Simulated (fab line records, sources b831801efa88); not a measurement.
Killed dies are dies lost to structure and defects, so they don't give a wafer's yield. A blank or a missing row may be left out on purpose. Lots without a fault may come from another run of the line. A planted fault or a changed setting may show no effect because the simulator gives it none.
Which tool did it? | flow gf180mcu | 13 lots, 39 wafers sampled, at 6 steps of a route of 602

WHAT THE GAUGES READ, wafer by wafer
GF_STI_BOW_MEAS_00. Usual: INCOMING_BOW 0 um, standard deviation 6.3.
lot  | measured    | on            | INCOMING_BOW (um) | flag
L481 | day 1 10:02 | film_metro-03 | 0 0 2             |
L482 | day 1 15:02 | film_metro-04 | 11 -7 5           |
L484 | day 2 01:00 | film_metro-03 | 6 10 -6           |
L485 | day 2 06:01 | film_metro-02 | 6 -3 -4           |
L486 | day 2 11:00 | film_metro-03 | -3 6 9            |
L487 | day 2 16:00 | film_metro-04 | 8 6 5             |
L489 | day 3 02:00 | film_metro-03 | -2 -8 -2          |
L490 | day 3 07:01 | film_metro-04 | 4 6 3             |
L491 | day 3 12:00 | film_metro-04 | 17 1 4            |
L492 | day 3 17:00 | film_metro-03 | -5 0 -3           |
L496 | day 4 13:00 | film_metro-03 | 8 9 -3            |
L503 | day 6 00:01 | film_metro-03 | -2 7 -12          |
L504 | day 6 05:00 | film_metro-04 | -1 -4 1           |

GF_MVSD_OVL_MEAS_07. Usual: MVSD_OVL 0.6 nm, standard deviation 1.5.
lot  | measured    | on         | MVSD_OVL (nm)  | flag
L481 | day 4 10:37 | overlay-01 | -0.5 0.4 1.1   |
L482 | day 4 16:07 | overlay-01 | -0.4 0.6 1.8   |
L484 | day 5 03:11 | overlay-01 | -2.2 -1.4 -0.9 |
L485 | day 5 08:28 | overlay-02 | 1.5 -0.6 0.7   |
L486 | day 5 16:41 | overlay-01 | 2.3 0.9 2.3    |
L487 | day 5 22:22 | overlay-01 | -0.2 1.5 0.5   |
L489 | day 6 08:29 | overlay-01 | 1.0 0.9 3.5    |
L490 | day 6 14:40 | overlay-02 | -1.8 -0.9 0.0  |
L491 | day 6 20:04 | overlay-01 | 2.3 0.8 1.0    |
L492 | day 7 02:59 | overlay-02 | -0.3 -0.6 2.3  |
L496 | day 8 03:34 | overlay-01 | - - -          | OFF
L503 | day 9 18:06 | overlay-01 | -0.1 0.4 -1.1  |
L504 | day 9 23:54 | overlay-02 | -0.6 1.9 1.7   |

GF_MVSD_TW_MEAS_11. Usual: MVSD_TW 1569, standard deviation 10.
lot  | measured     | on            | MVSD_TW           | flag
L481 | day 4 11:03  | film_metro-03 | 1546 1553 1561    |
L482 | day 4 16:33  | film_metro-01 | 1557 1564 1566    |
L484 | day 5 03:38  | film_metro-01 | 1574 1573 1581    |
L485 | day 5 08:54  | film_metro-01 | 1571 1574 1578    |
L486 | day 5 17:08  | film_metro-02 | 1566 1574 1575    |
L487 | day 5 22:48  | film_metro-02 | 1583 1574 1568    |
L489 | day 6 08:56  | film_metro-03 | 1551 1560 1556    |
L490 | day 6 15:06  | film_metro-03 | 1555 1546 1552    |
L491 | day 6 20:30  | film_metro-02 | 1571 1559 1557    |
L492 | day 7 03:26  | film_metro-03 | 1556 1556 1557    |
L496 | day 8 04:00  | film_metro-02 | 30 30 30 30 30 30 | OFF
L503 | day 9 18:32  | film_metro-02 | 1576 1573 1565    |
L504 | day 10 00:20 | film_metro-02 | 1578 1580 1580    |

GF_HV_LDD_TW_MEAS_23. Usual: HV_LDD_2_TW 1044, standard deviation 5.8.
lot  | measured     | on            | HV_LDD_2_TW    | flag
L481 | day 10 15:20 | film_metro-02 | 1055 1056 1053 |
L482 | day 11 01:26 | film_metro-01 | 1050 1052 1054 |
L484 | day 11 14:19 | film_metro-01 | 1057 1050 1050 |
L485 | day 12 01:07 | film_metro-01 | 1036 1046 1046 |
L486 | day 12 08:00 | film_metro-01 | 1045 1049 1054 |
L487 | day 12 19:03 | film_metro-03 | 1039 1036 1033 |
L489 | day 13 05:40 | film_metro-02 | 1045 1040 1040 |
L490 | day 13 15:01 | film_metro-02 | 1041 1042 1038 |
L491 | day 13 20:00 | film_metro-02 | 1044 1046 1044 |
L492 | day 14 05:12 | film_metro-01 | 1050 1047 1042 |
L503 | day 17 17:13 | film_metro-03 | 1041 1042 1039 |
L504 | day 18 02:42 | film_metro-02 | 1043 1034 1043 |

GF_SALICIDE_THK_MEAS_05: measures by xrf. Usual: SALICIDE_TIN_THK 19.7 nm, standard deviation 0.35.
lot  | measured     | on            | SALICIDE_TIN_THK (nm) | flag
L481 | day 14 22:11 | film_metro-01 | 19.6 19.8 19.6        |
L482 | day 15 11:02 | film_metro-01 | 19.0 19.6 19.3        |
L484 | day 16 00:16 | film_metro-01 | 19.2 19.6 19.7        |
L485 | day 16 14:07 | film_metro-04 | 19.4 20.0 19.7        |
L486 | day 16 23:01 | film_metro-01 | 19.8 19.6 19.9        |
L487 | day 17 10:59 | film_metro-01 | 19.8 19.5 19.8        |
L489 | day 17 22:07 | film_metro-01 | 19.5 19.5 19.0        |
L490 | day 18 10:05 | film_metro-01 | 19.9 19.8 19.8        |
L491 | day 18 18:50 | film_metro-03 | 19.1 19.9 18.9        |
L492 | day 19 02:02 | film_metro-03 | 19.8 19.6 19.5        |
L503 | day 22 23:12 | film_metro-04 | 19.9 20.4 19.6        |
L504 | day 23 07:19 | film_metro-01 | 20.0 19.9 20.0        |

WHICH TOOL RAN EACH LOT (tool, then ch and the chambers of the sampled wafers, then the start)
lot  | GF_MVSD_EXPOSE_04
L481 | iline_stepper-01 ch 0, day 4 03:53
L482 | iline_stepper-01 ch 0, day 4 09:33
L484 | iline_stepper-01 ch 0, day 4 20:04
L485 | iline_stepper-02 ch 0, day 5 01:35
L486 | iline_stepper-02 ch 0, day 5 09:13
L487 | iline_stepper-02 ch 0, day 5 15:35
L489 | iline_stepper-01 ch 0, day 6 00:50
L490 | iline_stepper-01 ch 0, day 6 07:29
L491 | iline_stepper-02 ch 0, day 6 13:13
L492 | iline_stepper-01 ch 0, day 6 19:29
L496 | iline_stepper-01 ch 0, day 7 19:40
L503 | iline_stepper-02 ch 0, day 9 09:29
L504 | iline_stepper-01 ch 0, day 9 15:16
- GF_MVSD_EXPOSE_04: exposes mask MVSD, target cd 1000 nm.

WHAT THE TOOLS THEMSELVES READ (means of the sampled wafers that have a number; where no wafer has one, the mark that the record gives instead)
The record holds no such reading with a usual standard deviation.

THE ANSWER, worked out from the rows above alone
Rule: a lot is off if the mean of its wafers that have a number lies more than 3 standard deviations from the usual mean. A lot without any number at a reading at which 4 lots or more have one is off too. The other lots that the step has rows for count as sound. The gauges are gone through in route order, then the tools' own readings, and for those a lot's mean is taken as printed above. The first step at which some lot is off is used, and at that step the reading that is off furthest; a lot without a number counts as furthest.
Off: L496, at GF_MVSD_OVL_MEAS_07 (MVSD_OVL). Without a number there: L496.
A tool fits if, at a process step before that reading, it ran every lot that is off, and no sound lot after the first of them. The gauges at GF_MVSD_OVL_MEAS_07 aren't tried: what is off there is off at GF_MVSD_TW_MEAS_11 too, on other tools, and a gauge's error can't cause that. None of those tried fits.

WHAT THE SIMULATOR HAD PUT IN
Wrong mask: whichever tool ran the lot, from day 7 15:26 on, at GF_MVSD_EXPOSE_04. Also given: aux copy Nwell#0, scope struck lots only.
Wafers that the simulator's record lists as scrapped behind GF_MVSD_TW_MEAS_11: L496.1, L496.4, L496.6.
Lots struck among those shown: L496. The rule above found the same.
